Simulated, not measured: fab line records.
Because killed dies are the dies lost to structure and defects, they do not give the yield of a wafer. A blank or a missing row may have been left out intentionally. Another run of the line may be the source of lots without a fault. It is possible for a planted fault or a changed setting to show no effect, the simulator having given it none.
Which of the tools did it? | flow sky130 | 36 wafers from 12 lots sampled at 3 of the route's 708 steps

## WHAT EACH GAUGE READ, for each wafer
SKY_FIELD_ISO_BOW_MEAS_00. Usual: INCOMING_BOW -1 um, standard deviation 6.4.
lot  | measured    | on           | INCOMING_BOW (um) | flag
L839 | day 1 15:00 | filmMetro-03 | -8 17 -2          | 
L841 | day 2 01:00 | filmMetro-04 | -5 5 2            | 
L845 | day 2 21:01 | filmMetro-04 | 3 -6 -8           | 
L846 | day 3 02:01 | filmMetro-04 | 5 -5 5            | 
L847 | day 3 07:02 | filmMetro-04 | 9 -1 -8           | 
L851 | day 4 03:00 | filmMetro-04 | 9 -1 -19          | 
L853 | day 4 13:01 | filmMetro-02 | 5 -3 -6           | 
L855 | day 4 23:00 | filmMetro-03 | -2 5 -8           | 
L856 | day 5 04:00 | filmMetro-03 | 6 0 3             | 
L858 | day 5 14:02 | filmMetro-04 | 1 -3 -1           | 
L859 | day 5 19:00 | filmMetro-02 | 10 -2 -6          | 
L860 | day 6 00:00 | filmMetro-04 | 6 -1 6            | 

SKY_FIELD_ISO_THK_MEAS_23. Usual: FIELD_ISO_OXIDATION_01_THK 9.98 nm, standard deviation 0.15.
lot  | measured    | on           | FIELD_ISO_OXIDATION_01_THK (nm) | flag
L839 | day 2 12:53 | filmMetro-02 | 9.92 10.06 9.92                 | 
L841 | day 2 23:22 | filmMetro-03 | 10.11 10.16 9.78                | 
L845 | day 3 18:50 | filmMetro-02 | 9.78 9.97 9.84                  | 
L846 | day 3 22:56 | filmMetro-03 | 10.14 10.25 10.20               | 
L847 | day 4 06:31 | filmMetro-02 | 9.89 10.07 10.04                | 
L851 | day 5 03:13 | filmMetro-04 | 10.03 10.03 9.88                | 
L853 | day 5 13:49 | filmMetro-02 | 10.20 9.93 10.01                | 
L855 | day 6 00:01 | filmMetro-03 | 9.90 10.12 10.08                | 
L856 | day 6 04:13 | filmMetro-04 | 10.23 10.18 10.22               | 
L858 | day 6 15:19 | filmMetro-02 | 9.90 10.03 9.80                 | 
L859 | day 6 22:06 | filmMetro-03 | 10.04 10.17 10.18               | 
L860 | day 7 03:40 | filmMetro-04 | 9.94 9.96 9.96                  | 

## WHICH TOOL RAN EACH LOT (tool, then ch and the chambers of the sampled wafers, then the start)
lot  | SKY_FIELD_ISO_ETCH_15
L839 | rieDiel-01 ch 1,2,3, day 2 10:37
L841 | rieDiel-04 ch 0,1,3, day 2 20:53
L845 | rieDiel-04 ch 0,2, day 3 16:31
L846 | rieDiel-04 ch 0,1,2, day 3 21:16
L847 | rieDiel-01 ch 0,1, day 4 04:16
L851 | rieDiel-01 ch 0,1,3, day 5 00:13
L853 | rieDiel-01 ch 1,2,3, day 5 11:10
L855 | rieDiel-02 ch 0,2,3, day 5 21:34
L856 | rieDiel-02 ch 1,2,3, day 6 02:11
L858 | rieDiel-01 ch 0,2,3, day 6 12:40
L859 | rieDiel-01 ch 1,2,3, day 6 17:28
L860 | rieDiel-01 ch 0,1,3, day 6 23:46
- SKY_FIELD_ISO_ETCH_15: etches the open film in CHF3/O2, stops on Si, target depth 180 nm, time 72 s.

## WHAT THE TOOLS THEMSELVES READ (means of the sampled wafers that have a number; where no wafer has one, the mark that the record gives instead)
SKY_FIELD_ISO_ETCH_15. Usual: drypumpMotorCurrentA 6.0 A, standard deviation 0.58; oesProductAu 0.945 a.u., standard deviation 0.006; throttleValvePct 8.843 %, standard deviation 0.01.
lot  | tool       | drypumpMotorCurrentA (A) | oesProductAu (a.u.) | throttleValvePct (%) | flag
L839 | rieDiel-01 | 5.6                      | 0.952               | 8.852                | 
L841 | rieDiel-04 | 5.9                      | 0.941               | 8.842                | 
L845 | rieDiel-04 | 6.5                      | 0.948               | 8.843                | 
L846 | rieDiel-04 | 6.5                      | 0.942               | 8.838                | 
L847 | rieDiel-01 | 6.1                      | 0.949               | 8.846                | 
L851 | rieDiel-01 | 6.0                      | 0.946               | 8.848                | 
L853 | rieDiel-01 | 5.6                      | 0.947               | 8.847                | 
L855 | rieDiel-02 | 5.7                      | 0.951               | 8.843                | 
L856 | rieDiel-02 | 6.0                      | 0.943               | 8.844                | 
L858 | rieDiel-01 | 5.9                      | 0.944               | 8.834                | 
L859 | rieDiel-01 | 5.6                      | 0.946               | 8.839                | 
L860 | rieDiel-01 | 6.0                      | 0.938               | 8.844                | 

## THE ANSWER, worked out from the rows above alone
Rule: a lot is off if the mean of its wafers that have a number lies more than 3 standard deviations from the usual mean. Also off: a lot with no number at a reading for which 4 or more lots have one. Where the step has rows for the other lots, those lots are counted as sound. Order of review: gauges by route order, followed by the tools' own readings, for which a lot's mean as printed above is used. At the first step where some lot is off, the reading lying furthest off is the one used; lots without a number count as furthest.
Nothing can be told from this: no lot is off at any reading shown.

## WHAT THE SIMULATOR HAD INSERTED
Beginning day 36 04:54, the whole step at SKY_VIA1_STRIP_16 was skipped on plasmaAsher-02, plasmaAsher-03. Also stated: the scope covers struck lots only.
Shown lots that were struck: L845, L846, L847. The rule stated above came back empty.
